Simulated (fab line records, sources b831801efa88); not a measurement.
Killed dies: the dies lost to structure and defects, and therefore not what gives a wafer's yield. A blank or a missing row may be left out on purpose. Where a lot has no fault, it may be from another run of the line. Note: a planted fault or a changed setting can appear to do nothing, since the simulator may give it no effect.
fab line records :: flow sky130
[record]
  lots = 9
  wafers = 27
  last-day = 50
route steps=708 shown METAL1@452 METAL2@486 VIA2@518 CAPM@537
lots that met no fault: from a run of the same line without faults
start-h: the number of hours between the record's first day and the start of the first shown wafer of the lot :: wait-h: hours elapsed since this lot's preceding step :: " as in the row above :: L1.1+2: one row covering several wafers at once :: - value missing, or start not given :: * or withheld: withheld :: < > ~ a bound
route shown NAME@n: NAME is a module with steps in the file, n the number in the route of the first one :: usual: mean/standard deviation taken from wafers without a fault :: same: alike in all rows :: chamber/n: place in a boat :: sites: the reading at each site :: _std_site: their standard deviation :: _edge_site: mean of outer sites minus mean of inner sites :: radius-mm: how far each site lies from the wafer's centre :: mask NAME#n: copy n :: behind: the tool/chamber that last shaped the wafer :: hold: why the lot was held/for how many hours/how that ended :: device: the n, p or np transistor that did not switch :: end of line: at the end of the route, the tests of the same wafers :: step lacking rows: just its recipe :: killed: dies lost to structure and defects at the first sort, not the wafer's yield :: map: shows each die of a wafer: x if killed, . if not, _ if none is there
set.NAME: the run value of the setting; set.NAME@STEP: its run value at that earlier step :: model.NAME: the simulator's own value behind a step, which no gauge read
one table for each step of the route and one row for each wafer, over a sample of lots
services: a tool's chamber out of use, with start hour (start-h, from the record's first day; less than 0 if before it), hours out, and reason
[[steps]]
[step SKY_METAL1_ETCH_18]
[recipe]
  chemistry = N2/H2
  target = BARC
  ion-energy-ev = 200
  bias-w = 100
  pressure-mtorr = 30
  n2-flow-sccm = 100
  h2-flow-sccm = 200
  icp-w = 500
  stop-on = SiO2
  time-s = 45.9
  target-depth-a = 600
[usual]
  drypump-motor-current-A = 5.7/0.67
  oes-product-au = 0.854/0.0046
  rf-fwd-power-W = 495.2/2.1
  throttle-valve-pct = 13.224/0.0096
lot.wafer: L322.2
tool: rie-metal-04
chamber: 0
start-h: 770.84
wait-h: 0.0
drypump-motor-current-A: 5.1
oes-product-au: 0.856
rf-fwd-power-W: 496.0
rf-hours-counter-h: 13
throttle-valve-pct: 13.232

lot.wafer: L322.3
tool: rie-metal-04
chamber: 1
start-h: 770.84
wait-h: 0.0
drypump-motor-current-A: 6.0
oes-product-au: 0.856
rf-fwd-power-W: 497.2
rf-hours-counter-h: -
throttle-valve-pct: 13.218

lot.wafer: L322.4
tool: rie-metal-04
chamber: 0
start-h: 770.84
wait-h: 0.0
drypump-motor-current-A: 5.1
oes-product-au: 0.845
rf-fwd-power-W: 495.2
rf-hours-counter-h: -
throttle-valve-pct: 13.222

lot.wafer: L323.4
tool: rie-metal-03
chamber: 0
start-h: 778.87
wait-h: 0.0
drypump-motor-current-A: 6.0
oes-product-au: 0.856
rf-fwd-power-W: 494.9
rf-hours-counter-h: -
throttle-valve-pct: 13.232

lot.wafer: L323.5
tool: rie-metal-03
chamber: 1
start-h: 778.87
wait-h: 0.0
drypump-motor-current-A: 6.2
oes-product-au: 0.859
rf-fwd-power-W: 493.8
rf-hours-counter-h: -
throttle-valve-pct: 13.233

lot.wafer: L323.6
tool: rie-metal-03
chamber: 0
start-h: 778.87
wait-h: 0.0
drypump-motor-current-A: 6.0
oes-product-au: 0.854
rf-fwd-power-W: 496.3
rf-hours-counter-h: -
throttle-valve-pct: 13.237

lot.wafer: L324.1
tool: rie-metal-02
chamber: 0
start-h: 787.84
wait-h: 0.0
drypump-motor-current-A: 4.7
oes-product-au: 0.856
rf-fwd-power-W: 492.6
rf-hours-counter-h: 11
throttle-valve-pct: 13.232

lot.wafer: L324.2
tool: rie-metal-02
chamber: 1
start-h: 787.84
wait-h: 0.0
drypump-motor-current-A: 6.5
oes-product-au: 0.865
rf-fwd-power-W: 496.0
rf-hours-counter-h: 5
throttle-valve-pct: 13.218

lot.wafer: L324.6
tool: rie-metal-02
chamber: 1
start-h: 787.84
wait-h: 0.0
drypump-motor-current-A: 6.5
oes-product-au: 0.852
rf-fwd-power-W: 499.6
rf-hours-counter-h: -
throttle-valve-pct: 13.242

lot.wafer: L325.1
tool: rie-metal-04
chamber: 0
start-h: 804.44
wait-h: 0.0
drypump-motor-current-A: 5.1
oes-product-au: 0.864
rf-fwd-power-W: 496.3
rf-hours-counter-h: 14
throttle-valve-pct: 13.226

lot.wafer: L325.4
tool: rie-metal-04
chamber: 1
start-h: 804.44
wait-h: 0.0
drypump-motor-current-A: 6.1
oes-product-au: 0.854
rf-fwd-power-W: 493.7
rf-hours-counter-h: -
throttle-valve-pct: 13.219

lot.wafer: L325.6
tool: rie-metal-04
chamber: 1
start-h: 804.44
wait-h: 0.0
drypump-motor-current-A: 6.0
oes-product-au: 0.859
rf-fwd-power-W: 491.3
rf-hours-counter-h: -
throttle-valve-pct: 13.223

lot.wafer: L326.3
tool: rie-metal-02
chamber: 0
start-h: 812.47
wait-h: 0.0
drypump-motor-current-A: 4.7
oes-product-au: 0.849
rf-fwd-power-W: 494.2
rf-hours-counter-h: -
throttle-valve-pct: 13.236

lot.wafer: L326.5
tool: rie-metal-02
chamber: 1
start-h: 812.47
wait-h: 0.0
drypump-motor-current-A: 6.5
oes-product-au: 0.853
rf-fwd-power-W: 494.8
rf-hours-counter-h: -
throttle-valve-pct: 13.229

lot.wafer: L326.6
tool: rie-metal-02
chamber: 0
start-h: 812.47
wait-h: 0.0
drypump-motor-current-A: 4.7
oes-product-au: 0.853
rf-fwd-power-W: 494.5
rf-hours-counter-h: -
throttle-valve-pct: 13.229

lot.wafer: L334.1
tool: rie-metal-02
chamber: 1
start-h: 875.45
wait-h: 0.0
drypump-motor-current-A: 6.5
oes-product-au: 0.849
rf-fwd-power-W: 502.5
rf-hours-counter-h: 8
throttle-valve-pct: 13.220

lot.wafer: L334.4
tool: rie-metal-02
chamber: 0
start-h: 875.45
wait-h: 0.0
drypump-motor-current-A: 4.7
oes-product-au: 0.858
rf-fwd-power-W: 496.0
rf-hours-counter-h: -
throttle-valve-pct: 13.239

lot.wafer: L334.6
tool: rie-metal-02
chamber: 0
start-h: 875.45
wait-h: 0.0
drypump-motor-current-A: 4.7
oes-product-au: 0.849
rf-fwd-power-W: 495.6
rf-hours-counter-h: -
throttle-valve-pct: 13.226

lot.wafer: L338.1
tool: rie-metal-04
chamber: 1
start-h: 894.37
wait-h: 0.1
drypump-motor-current-A: 6.0
oes-product-au: 0.852
rf-fwd-power-W: 494.4
rf-hours-counter-h: 3
throttle-valve-pct: 13.226

lot.wafer: L338.5
tool: rie-metal-04
chamber: 1
start-h: 894.37
wait-h: 0.1
drypump-motor-current-A: 6.0
oes-product-au: 0.857
rf-fwd-power-W: 493.9
rf-hours-counter-h: -
throttle-valve-pct: 13.238

lot.wafer: L338.6
tool: rie-metal-04
chamber: 1
start-h: 894.37
wait-h: 0.1
drypump-motor-current-A: 6.0
oes-product-au: 0.859
rf-fwd-power-W: 493.4
rf-hours-counter-h: -
throttle-valve-pct: 13.217

lot.wafer: L341.2
tool: rie-metal-03
chamber: 1
start-h: 918.20
wait-h: 0.0
drypump-motor-current-A: 6.2
oes-product-au: 0.847
rf-fwd-power-W: 496.8
rf-hours-counter-h: 17
throttle-valve-pct: 13.204

lot.wafer: L341.3
tool: rie-metal-03
chamber: 0
start-h: 918.20
wait-h: 0.0
drypump-motor-current-A: 5.9
oes-product-au: 0.849
rf-fwd-power-W: 496.3
rf-hours-counter-h: -
throttle-valve-pct: 13.231

lot.wafer: L341.4
tool: rie-metal-03
chamber: 1
start-h: 918.20
wait-h: 0.0
drypump-motor-current-A: 6.2
oes-product-au: 0.856
rf-fwd-power-W: 496.8
rf-hours-counter-h: -
throttle-valve-pct: 13.218

lot.wafer: L344.2
tool: rie-metal-02
chamber: 0
start-h: 939.49
wait-h: 0.0
drypump-motor-current-A: 4.7
oes-product-au: 0.853
rf-fwd-power-W: 494.9
rf-hours-counter-h: 16
throttle-valve-pct: 13.246

lot.wafer: L344.3
tool: rie-metal-02
chamber: 1
start-h: 939.49
wait-h: 0.0
drypump-motor-current-A: 6.5
oes-product-au: 0.855
rf-fwd-power-W: 495.1
rf-hours-counter-h: -
throttle-valve-pct: 13.238

lot.wafer: L344.4
tool: rie-metal-02
chamber: 0
start-h: 939.49
wait-h: 0.0
drypump-motor-current-A: 4.7
oes-product-au: 0.857
rf-fwd-power-W: 495.5
rf-hours-counter-h: -
throttle-valve-pct: 13.235
[step SKY_METAL2_SPUTTER_03]
[recipe]
  material = Ti
  target-thk-nm = 5
  power-w = 3000
  time-s = 3.3
  chamber-pressure-pa = 0.4
[usual]
  throttle-valve-pct = 30.4/1.3
lot.wafer: L322.2
tool: pvd-sputter-04
chamber: -
start-h: 799.45
wait-h: 0.0
throttle-valve-pct: 29.0

lot.wafer: L322.3
tool: pvd-sputter-04
chamber: -
start-h: 799.45
wait-h: 0.0
throttle-valve-pct: 30.3

lot.wafer: L322.4
tool: pvd-sputter-04
chamber: -
start-h: 799.45
wait-h: 0.0
throttle-valve-pct: 30.6

lot.wafer: L323.4
tool: pvd-sputter-02
chamber: -
start-h: 807.98
wait-h: 0.0
throttle-valve-pct: 30.7

lot.wafer: L323.5
tool: pvd-sputter-02
chamber: -
start-h: 807.98
wait-h: 0.0
throttle-valve-pct: 28.8

lot.wafer: L323.6
tool: pvd-sputter-02
chamber: -
start-h: 807.98
wait-h: 0.0
throttle-valve-pct: 33.6

lot.wafer: L324.1
tool: pvd-sputter-04
chamber: -
start-h: 817.38
wait-h: 0.0
throttle-valve-pct: 29.7

lot.wafer: L324.2
tool: pvd-sputter-04
chamber: -
start-h: 817.38
wait-h: 0.0
throttle-valve-pct: 30.4

lot.wafer: L324.6
tool: pvd-sputter-04
chamber: -
start-h: 817.38
wait-h: 0.0
throttle-valve-pct: 29.7

lot.wafer: L325.1
tool: pvd-sputter-02
chamber: -
start-h: 833.60
wait-h: 0.0
throttle-valve-pct: 30.7

lot.wafer: L325.4
tool: pvd-sputter-02
chamber: -
start-h: 833.60
wait-h: 0.0
throttle-valve-pct: 28.5

lot.wafer: L325.6
tool: pvd-sputter-02
chamber: -
start-h: 833.60
wait-h: 0.0
throttle-valve-pct: 31.6

lot.wafer: L326.3
tool: pvd-sputter-02
chamber: -
start-h: 842.09
wait-h: 0.0
throttle-valve-pct: 28.6

lot.wafer: L326.5
tool: pvd-sputter-02
chamber: -
start-h: 842.09
wait-h: 0.0
throttle-valve-pct: 30.6

lot.wafer: L326.6
tool: pvd-sputter-02
chamber: -
start-h: 842.09
wait-h: 0.0
throttle-valve-pct: 33.5

lot.wafer: L334.1
tool: pvd-sputter-03
chamber: -
start-h: 903.93
wait-h: 0.0
throttle-valve-pct: 30.0

lot.wafer: L334.4
tool: pvd-sputter-03
chamber: -
start-h: 903.93
wait-h: 0.0
throttle-valve-pct: 30.5

lot.wafer: L334.6
tool: pvd-sputter-03
chamber: -
start-h: 903.93
wait-h: 0.0
throttle-valve-pct: 29.9

lot.wafer: L338.1
tool: pvd-sputter-02
chamber: -
start-h: 922.33
wait-h: 0.0
throttle-valve-pct: 28.5

lot.wafer: L338.5
tool: pvd-sputter-02
chamber: -
start-h: 922.33
wait-h: 0.0
throttle-valve-pct: 30.5

lot.wafer: L338.6
tool: pvd-sputter-02
chamber: -
start-h: 922.33
wait-h: 0.0
throttle-valve-pct: 31.7

lot.wafer: L341.2
tool: pvd-sputter-03
chamber: -
start-h: 945.64
wait-h: 0.0
throttle-valve-pct: 28.6

lot.wafer: L341.3
tool: pvd-sputter-03
chamber: -
start-h: 945.64
wait-h: 0.0
throttle-valve-pct: 30.6

lot.wafer: L341.4
tool: pvd-sputter-03
chamber: -
start-h: 945.64
wait-h: 0.0
throttle-valve-pct: 30.2

lot.wafer: L344.2
tool: pvd-sputter-03
chamber: -
start-h: 966.25
wait-h: 0.0
throttle-valve-pct: 30.9

lot.wafer: L344.3
tool: pvd-sputter-03
chamber: -
start-h: 966.25
wait-h: 0.0
throttle-valve-pct: 31.1

lot.wafer: L344.4
tool: pvd-sputter-03
chamber: -
start-h: 966.25
wait-h: 0.0
throttle-valve-pct: 28.8
[step SKY_VIA2_DEVELOP_11]
[recipe]
  develop-time-s = 60
  resist = KrF-thick
  dev-temp-c = 21
[usual]
  chill-plate-temp-C = 22.98/0.1
  resist-line-temp-C = 22.98/0.12
lot.wafer: L322.2
tool: litho-track-03
chamber: 0
start-h: 854
wait-h: -
chill-plate-temp-C: 22.96
resist-line-temp-C: 23.00

lot.wafer: L322.3
tool: litho-track-03
chamber: 0
start-h: 854
wait-h: -
chill-plate-temp-C: 22.97
resist-line-temp-C: 23.04

lot.wafer: L322.4
tool: litho-track-03
chamber: 0
start-h: 854
wait-h: -
chill-plate-temp-C: 22.94
resist-line-temp-C: 22.80

lot.wafer: L323.4
tool: litho-track-02
chamber: 0
start-h: 862
wait-h: -
chill-plate-temp-C: 22.83
resist-line-temp-C: 22.95

lot.wafer: L323.5
tool: litho-track-02
chamber: 0
start-h: 862
wait-h: -
chill-plate-temp-C: 22.95
resist-line-temp-C: 23.08

lot.wafer: L323.6
tool: litho-track-02
chamber: 0
start-h: 862
wait-h: -
chill-plate-temp-C: 22.88
resist-line-temp-C: 22.85

lot.wafer: L324.1
tool: litho-track-02
chamber: 0
start-h: 871
wait-h: -
chill-plate-temp-C: 23.04
resist-line-temp-C: 23.03

lot.wafer: L324.2
tool: litho-track-02
chamber: 0
start-h: 871
wait-h: -
chill-plate-temp-C: 23.04
resist-line-temp-C: 23.00

lot.wafer: L324.6
tool: litho-track-02
chamber: 0
start-h: 871
wait-h: -
chill-plate-temp-C: 22.97
resist-line-temp-C: 22.99

lot.wafer: L325.1
tool: litho-track-04
chamber: 0
start-h: 887
wait-h: -
chill-plate-temp-C: 22.85
resist-line-temp-C: 22.80

lot.wafer: L325.4
tool: litho-track-04
chamber: 0
start-h: 887
wait-h: -
chill-plate-temp-C: 22.95
resist-line-temp-C: 22.97

lot.wafer: L325.6
tool: litho-track-04
chamber: 0
start-h: 887
wait-h: -
chill-plate-temp-C: 22.99
resist-line-temp-C: 22.93

lot.wafer: L326.3
tool: litho-track-02
chamber: 0
start-h: 895
wait-h: -
chill-plate-temp-C: 23.04
resist-line-temp-C: 22.98

lot.wafer: L326.5
tool: litho-track-02
chamber: 0
start-h: 895
wait-h: -
chill-plate-temp-C: 23.06
resist-line-temp-C: 22.98

lot.wafer: L326.6
tool: litho-track-02
chamber: 0
start-h: 895
wait-h: -
chill-plate-temp-C: 23.00
resist-line-temp-C: 23.00

lot.wafer: L334.1
tool: litho-track-03
chamber: 0
start-h: 954
wait-h: -
chill-plate-temp-C: 22.76
resist-line-temp-C: 22.97

lot.wafer: L334.4
tool: litho-track-03
chamber: 0
start-h: 954
wait-h: -
chill-plate-temp-C: 22.82
resist-line-temp-C: 23.02

lot.wafer: L334.6
tool: litho-track-03
chamber: 0
start-h: 955
wait-h: -
chill-plate-temp-C: 22.91
resist-line-temp-C: 23.04

lot.wafer: L338.1
tool: litho-track-04
chamber: 0
start-h: 972
wait-h: -
chill-plate-temp-C: 22.86
resist-line-temp-C: 22.86

lot.wafer: L338.5
tool: litho-track-04
chamber: 0
start-h: 972
wait-h: -
chill-plate-temp-C: 22.77
resist-line-temp-C: 23.01

lot.wafer: L338.6
tool: litho-track-04
chamber: 0
start-h: 972
wait-h: -
chill-plate-temp-C: 23.04
resist-line-temp-C: 23.07

lot.wafer: L341.2
tool: litho-track-02
chamber: 0
start-h: 994
wait-h: -
chill-plate-temp-C: 22.91
resist-line-temp-C: 23.04

lot.wafer: L341.3
tool: litho-track-02
chamber: 0
start-h: 995
wait-h: -
chill-plate-temp-C: 22.86
resist-line-temp-C: 23.00

lot.wafer: L341.4
tool: litho-track-02
chamber: 0
start-h: 995
wait-h: -
chill-plate-temp-C: 22.97
resist-line-temp-C: 23.19

lot.wafer: L344.2
tool: litho-track-02
chamber: 0
start-h: 1015
wait-h: -
chill-plate-temp-C: 22.89
resist-line-temp-C: 22.77

lot.wafer: L344.3
tool: litho-track-02
chamber: 0
start-h: 1015
wait-h: -
chill-plate-temp-C: 22.98
resist-line-temp-C: 22.90

lot.wafer: L344.4
tool: litho-track-02
chamber: 0
start-h: 1015
wait-h: -
chill-plate-temp-C: 22.86
resist-line-temp-C: 22.81
[step SKY_VIA2_CD_MEAS_12]
[recipe]
  target-cd-nm = 200
[usual]
  cd-nm = 200.2/1.4
lot.wafer: L322.2
tool: cd-sem-02
chamber: -
start-h: 854.38
wait-h: -
hold: -
cd-nm: 201.4

lot.wafer: L322.3
tool: cd-sem-02
chamber: -
start-h: 854.38
wait-h: -
hold: -
cd-nm: 200.9

lot.wafer: L322.4
tool: cd-sem-02
chamber: -
start-h: 854.38
wait-h: -
hold: -
cd-nm: 201.4

lot.wafer: L323.4
tool: cd-sem-01
chamber: -
start-h: 862.77
wait-h: -
hold: -
cd-nm: 200.3

lot.wafer: L323.5
tool: cd-sem-01
chamber: -
start-h: 862.77
wait-h: -
hold: -
cd-nm: 200.6

lot.wafer: L323.6
tool: cd-sem-01
chamber: -
start-h: 862.77
wait-h: -
hold: -
cd-nm: 200.1

lot.wafer: L324.1
tool: cd-sem-02
chamber: -
start-h: 871.76
wait-h: -
hold: -
cd-nm: 202.2

lot.wafer: L324.2
tool: cd-sem-02
chamber: -
start-h: 871.76
wait-h: -
hold: -
cd-nm: 202.6

lot.wafer: L324.6
tool: cd-sem-02
chamber: -
start-h: 871.76
wait-h: -
hold: -
cd-nm: 201.7

lot.wafer: L325.1
tool: cd-sem-01
chamber: -
start-h: 887.63
wait-h: -
hold: -
cd-nm: 202.8

lot.wafer: L325.4
tool: cd-sem-01
chamber: -
start-h: 887.63
wait-h: -
hold: -
cd-nm: 202.2

lot.wafer: L325.6
tool: cd-sem-01
chamber: -
start-h: 887.63
wait-h: -
hold: -
cd-nm: 201.8

lot.wafer: L326.3
tool: cd-sem-02
chamber: -
start-h: 895.50
wait-h: -
hold: -
cd-nm: 203.4

lot.wafer: L326.5
tool: cd-sem-02
chamber: -
start-h: 895.50
wait-h: -
hold: -
cd-nm: 202.8

lot.wafer: L326.6
tool: cd-sem-02
chamber: -
start-h: 895.50
wait-h: -
hold: -
cd-nm: 203.4

lot.wafer: L334.1
tool: cd-sem-01
chamber: -
start-h: 955.06
wait-h: -
hold: await-dispo/0.2h/release
cd-nm: 195.2

lot.wafer: L334.4
tool: cd-sem-01
chamber: -
start-h: 955.06
wait-h: -
hold: await-dispo/0.2h/release
cd-nm: 200.7

lot.wafer: L334.6
tool: cd-sem-01
chamber: -
start-h: 955.06
wait-h: -
hold: await-dispo/0.2h/release
cd-nm: 194.1

lot.wafer: L334.1
tool: cd-sem-01
chamber: -
start-h: 955.34
wait-h: 0.3
hold: -
cd-nm: 195.1

lot.wafer: L334.4
tool: cd-sem-01
chamber: -
start-h: 955.34
wait-h: 0.3
hold: -
cd-nm: 200.6

lot.wafer: L334.6
tool: cd-sem-01
chamber: -
start-h: 955.34
wait-h: 0.3
hold: -
cd-nm: 194.2

lot.wafer: L338.1
tool: cd-sem-02
chamber: -
start-h: 972.73
wait-h: -
hold: -
cd-nm: 200.2

lot.wafer: L338.5
tool: cd-sem-02
chamber: -
start-h: 972.73
wait-h: -
hold: -
cd-nm: 198.5

lot.wafer: L338.6
tool: cd-sem-02
chamber: -
start-h: 972.73
wait-h: -
hold: -
cd-nm: 199.3

lot.wafer: L341.2
tool: cd-sem-01
chamber: -
start-h: 995.24
wait-h: -
hold: -
cd-nm: 200.9

lot.wafer: L341.3
tool: cd-sem-01
chamber: -
start-h: 995.24
wait-h: -
hold: -
cd-nm: 200.1

lot.wafer: L341.4
tool: cd-sem-01
chamber: -
start-h: 995.24
wait-h: -
hold: -
cd-nm: 200.8

lot.wafer: L344.2
tool: cd-sem-02
chamber: -
start-h: 1015.98
wait-h: -
hold: -
cd-nm: 201.1

lot.wafer: L344.3
tool: cd-sem-02
chamber: -
start-h: 1015.98
wait-h: -
hold: -
cd-nm: 200.0

lot.wafer: L344.4
tool: cd-sem-02
chamber: -
start-h: 1015.98
wait-h: -
hold: -
cd-nm: 200.3
[step SKY_CAPM_CVD_00]
[recipe]
  material = SiO2
  target-thk-nm = 15.5
  temp-c = 400
  time-s = withheld
  rf-w = 450
[usual]
  heater-power-w = 799/94
  rf-fwd-power-W = 441.7/2
lot.wafer: L322.2
tool: pecvd-02
chamber: 1
start-h: 856.08
wait-h: 0.0
heater-power-w: 624
rf-fwd-power-W: 444.8

lot.wafer: L322.3
tool: pecvd-02
chamber: 2
start-h: 856.08
wait-h: 0.0
heater-power-w: 825
rf-fwd-power-W: 443.5

lot.wafer: L322.4
tool: pecvd-02
chamber: 0
start-h: 856.08
wait-h: 0.0
heater-power-w: 763
rf-fwd-power-W: 442.6

lot.wafer: L323.4
tool: pecvd-02
chamber: 2
start-h: 864.41
wait-h: 0.0
heater-power-w: 778
rf-fwd-power-W: 441.0

lot.wafer: L323.5
tool: pecvd-02
chamber: 0
start-h: 864.41
wait-h: 0.0
heater-power-w: 795
rf-fwd-power-W: 441.1

lot.wafer: L323.6
tool: pecvd-02
chamber: 1
start-h: 864.41
wait-h: 0.0
heater-power-w: 602
rf-fwd-power-W: 443.6

lot.wafer: L324.1
tool: pecvd-02
chamber: 1
start-h: 873.57
wait-h: 0.0
heater-power-w: 575
rf-fwd-power-W: 444.0

lot.wafer: L324.2
tool: pecvd-02
chamber: 2
start-h: 873.57
wait-h: 0.0
heater-power-w: 880
rf-fwd-power-W: 441.7

lot.wafer: L324.6
tool: pecvd-02
chamber: 2
start-h: 873.57
wait-h: 0.0
heater-power-w: 870
rf-fwd-power-W: 440.8

lot.wafer: L325.1
tool: pecvd-02
chamber: 2
start-h: 889.31
wait-h: 0.0
heater-power-w: 835
rf-fwd-power-W: 440.1

lot.wafer: L325.4
tool: pecvd-02
chamber: 2
start-h: 889.31
wait-h: 0.0
heater-power-w: 819
rf-fwd-power-W: 439.4

lot.wafer: L325.6
tool: pecvd-02
chamber: 0
start-h: 889.31
wait-h: 0.0
heater-power-w: 861
rf-fwd-power-W: 442.0

lot.wafer: L326.3
tool: pecvd-01
chamber: 0
start-h: 897.14
wait-h: 0.0
heater-power-w: 875
rf-fwd-power-W: 443.8

lot.wafer: L326.5
tool: pecvd-01
chamber: 1
start-h: 897.14
wait-h: 0.0
heater-power-w: 730
rf-fwd-power-W: 443.2

lot.wafer: L326.6
tool: pecvd-01
chamber: 2
start-h: 897.14
wait-h: 0.0
heater-power-w: 779
rf-fwd-power-W: 441.9

lot.wafer: L334.1
tool: pecvd-01
chamber: 2
start-h: 963.20
wait-h: 0.0
heater-power-w: 737
rf-fwd-power-W: 438.9

lot.wafer: L334.4
tool: pecvd-01
chamber: 2
start-h: 963.20
wait-h: 0.0
heater-power-w: 744
rf-fwd-power-W: 437.5

lot.wafer: L334.6
tool: pecvd-01
chamber: 1
start-h: 963.20
wait-h: 0.0
heater-power-w: 807
rf-fwd-power-W: 442.7

lot.wafer: L338.1
tool: pecvd-04
chamber: 2
start-h: 974.42
wait-h: 0.0
heater-power-w: 938
rf-fwd-power-W: 442.1

lot.wafer: L338.5
tool: pecvd-04
chamber: 2
start-h: 974.42
wait-h: 0.0
heater-power-w: 909
rf-fwd-power-W: 442.3

lot.wafer: L338.6
tool: pecvd-04
chamber: 1
start-h: 974.42
wait-h: 0.0
heater-power-w: 692
rf-fwd-power-W: 440.0

lot.wafer: L341.2
tool: pecvd-04
chamber: 0
start-h: 996.90
wait-h: 0.0
heater-power-w: 930
rf-fwd-power-W: 441.8

lot.wafer: L341.3
tool: pecvd-04
chamber: 2
start-h: 996.90
wait-h: 0.0
heater-power-w: 917
rf-fwd-power-W: 443.6

lot.wafer: L341.4
tool: pecvd-04
chamber: 0
start-h: 996.90
wait-h: 0.0
heater-power-w: 935
rf-fwd-power-W: 441.1

lot.wafer: L344.2
tool: pecvd-01
chamber: 0
start-h: 1017.80
wait-h: 0.0
heater-power-w: 802
rf-fwd-power-W: 441.6

lot.wafer: L344.3
tool: pecvd-01
chamber: 1
start-h: 1017.80
wait-h: 0.0
heater-power-w: 655
rf-fwd-power-W: 442.2

lot.wafer: L344.4
tool: pecvd-01
chamber: 2
start-h: 1017.80
wait-h: 0.0
heater-power-w: 781
rf-fwd-power-W: 439.6
[[services]]
tool: pecvd-04
chamber: 0
start-h: 747.95
hours: 4.6
kind: repair

tool: rie-metal-03
chamber: 0
start-h: 758.48
hours: 8.2
kind: repair

tool: pvd-sputter-03
chamber: -
start-h: 771.73
hours: 4.0
kind: repair

tool: pecvd-04
chamber: -
start-h: 778.92
hours: 0.5
kind: repair

tool: rie-metal-03
chamber: 0
start-h: 789.46
hours: 11.8
kind: repair

tool: pecvd-04
chamber: -
start-h: 800.11
hours: 6.0
kind: pm

tool: pvd-sputter-03
chamber: -
start-h: 802.24
hours: 6.7
kind: repair

tool: rie-metal-02
chamber: 1
start-h: 814.13
hours: 3.0
kind: repair

tool: pecvd-01
chamber: 2
start-h: 853.49
hours: 14.7
kind: repair

tool: pecvd-01
chamber: -
start-h: 853.52
hours: 28.1
kind: pm

tool: pvd-sputter-02
chamber: -
start-h: 867.82
hours: 0.9
kind: repair

tool: rie-metal-03
chamber: -
start-h: 872.11
hours: 0.3
kind: repair

tool: pecvd-04
chamber: 1
start-h: 895.71
hours: 3.1
kind: repair

tool: rie-metal-02
chamber: -
start-h: 898.00
hours: 1.5
kind: repair

tool: pecvd-02
chamber: -
start-h: 916.96
hours: 0.3
kind: repair

tool: pecvd-02
chamber: -
start-h: 919.46
hours: 101.6
kind: repair

tool: pecvd-01
chamber: -
start-h: 933.69
hours: 14.6
kind: pm

tool: rie-metal-03
chamber: -
start-h: 946.67
hours: 14.6
kind: pm

tool: pecvd-01
chamber: -
start-h: 960.78
hours: 1.2
kind: repair

tool: pecvd-01
chamber: 0
start-h: 967.03
hours: 11.8
kind: repair

tool: rie-metal-02
chamber: -
start-h: 978.15
hours: 2.8
kind: pm

tool: pvd-sputter-04
chamber: -
start-h: 983.99
hours: 1.9
kind: repair

tool: rie-metal-02
chamber: -
start-h: 994.34
hours: 14.6
kind: pm

tool: pvd-sputter-02
chamber: -
start-h: 1001.31
hours: 36.9
kind: repair
[[key]]
[first-sign]
  step = SKY_VIA2_CD_MEAS_12
  reading = visit
  direction = added
[effect]
  step = SKY_VIA2_CD_MEAS_12
  reading = cd-nm
  direction = down
  sigmas = 3.9
  usual = 200.2
  struck = 194.6
met-at SKY_VIA2_DEVELOP_11
struck-lots L334
struck-wafers L334.1,L334.6
not-acting-at SKY_METAL1_ETCH_18,SKY_METAL2_SPUTTER_03,SKY_CAPM_CVD_00
onset-between 854 954
[fault]
  kind = process-parameter-drift
  tool = litho-track-03
  chamber = -
  onset-h = 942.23
  steps = SKY_VIA2_DEVELOP_11
  channel = develop-time-s
  offset = *
  shape = step
  end-h = 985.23
  scope = struck-wafers-only
  acts-in = *
  stated = *
